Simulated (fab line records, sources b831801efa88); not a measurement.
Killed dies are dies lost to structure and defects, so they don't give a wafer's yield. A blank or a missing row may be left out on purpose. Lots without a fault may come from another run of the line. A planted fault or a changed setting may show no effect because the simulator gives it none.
Problem report in the 8D (eight disciplines) form, filled by code | flow sky130 | the parts of the form that need people (team, actions taken, sign-off) are left out

1. THE PROBLEM
tube_center_temp_C at SKY_PAD_OPEN_ANNEAL_12 reads a mean of 389 C on 9 wafers of 3 lots; wafers without a fault read 400 C with a standard deviation of 0.035. That is -99 or more standard deviations from the usual mean.
First seen on wafer L301.1, day 47 05:16, on furnace-01. The record holds 33 wafers of 11 lots with a number at this step. Rule for "out", or "out of limits": more than 4 standard deviations from the usual mean. The other wafers with a number count as sound.

2. WHAT IT IS AND WHAT IT IS NOT
question                    | is                                                                                                                   | is not
which readings at this step | tube_center_temp_C, spike_tc_bottom_C, spike_tc_centre_C, spike_tc_lower_C, spike_tc_upper_C, tube_center_temp_C_max | -
which lots                  | L301, L303, L304                                                                                                     | L296, L297, L313, L315, L316, L317, L318, L319
which wafers of those lots  | all that have a number                                                                                               | -
read on which tools         | furnace-01                                                                                                           | furnace-02
when                        | from day 47 05:16                                                                                                    | up to then (6 sound wafers); but 18 sound wafers of L313, L315, L316, L317, L318, L319 came after

3. SUSPECTS, AND WHAT RULES EACH OUT
Counting: a tool at a process step up to the reading stays a suspect if it ran every lot that is out and no sound lot after the first of them.
- furnace-01 at SKY_PAD_OPEN_ANNEAL_12: ruled out as a lasting fault. Sound lots L316, L318, L319 ran on it after its first lot that is out, L301 (day 47 05:16).
Left after counting: nothing in the record.

4. THE CAUSE (what the simulator had put in)
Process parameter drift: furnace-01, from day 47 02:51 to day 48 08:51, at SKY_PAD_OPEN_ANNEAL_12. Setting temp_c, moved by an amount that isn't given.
Counting ruled it out, wrongly.

5. THE CHAIN OF EFFECTS, in route order
Each row: a reading whose mean over the struck wafers that have a number lies more than 3 standard deviations from the usual. Only readings for which the record gives a usual standard deviation are gone through. hours: the time from each lot's start at the first step in this table that gives one to its start at this step, as a median over the lots. sigmas: the change in usual standard deviations.
hours | step                   | reading                | usual   | on struck wafers | change | sigmas
0     | SKY_PAD_OPEN_ANNEAL_12 | spike_tc_bottom_C      | 425.0 C | 411.0            | -14.0  | -4.8
0     | SKY_PAD_OPEN_ANNEAL_12 | spike_tc_centre_C      | 400.3 C | 388.8            | -11.5  | -11
0     | SKY_PAD_OPEN_ANNEAL_12 | spike_tc_lower_C       | 399.3 C | 387.3            | -12.0  | -9.3
0     | SKY_PAD_OPEN_ANNEAL_12 | spike_tc_top_C         | 429.8 C | 421.2            | -8.6   | -3.7
0     | SKY_PAD_OPEN_ANNEAL_12 | spike_tc_upper_C       | 399.8 C | 388.7            | -11.1  | -12
0     | SKY_PAD_OPEN_ANNEAL_12 | tube_center_temp_C     | 400 C   | 389              | -11    | -99 or more
0     | SKY_PAD_OPEN_ANNEAL_12 | tube_center_temp_C_max | 401.02  | 389.62           | -11.40 | -67
0     | SKY_PAD_OPEN_ANNEAL_12 | zone_power_bottom_pct  | 5.33 %  | 5.13             | -0.20  | -3.5
0     | SKY_PAD_OPEN_ANNEAL_12 | zone_power_centre_pct  | 4.00 %  | 3.84             | -0.16  | -3.5
The process steps in it:
- SKY_PAD_OPEN_ANNEAL_12

6. WHAT WOULD HAVE CAUGHT IT SOONER
In this record the first reading out of limits was taken at day 47 05:16, 2 hours after the fault began at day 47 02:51.
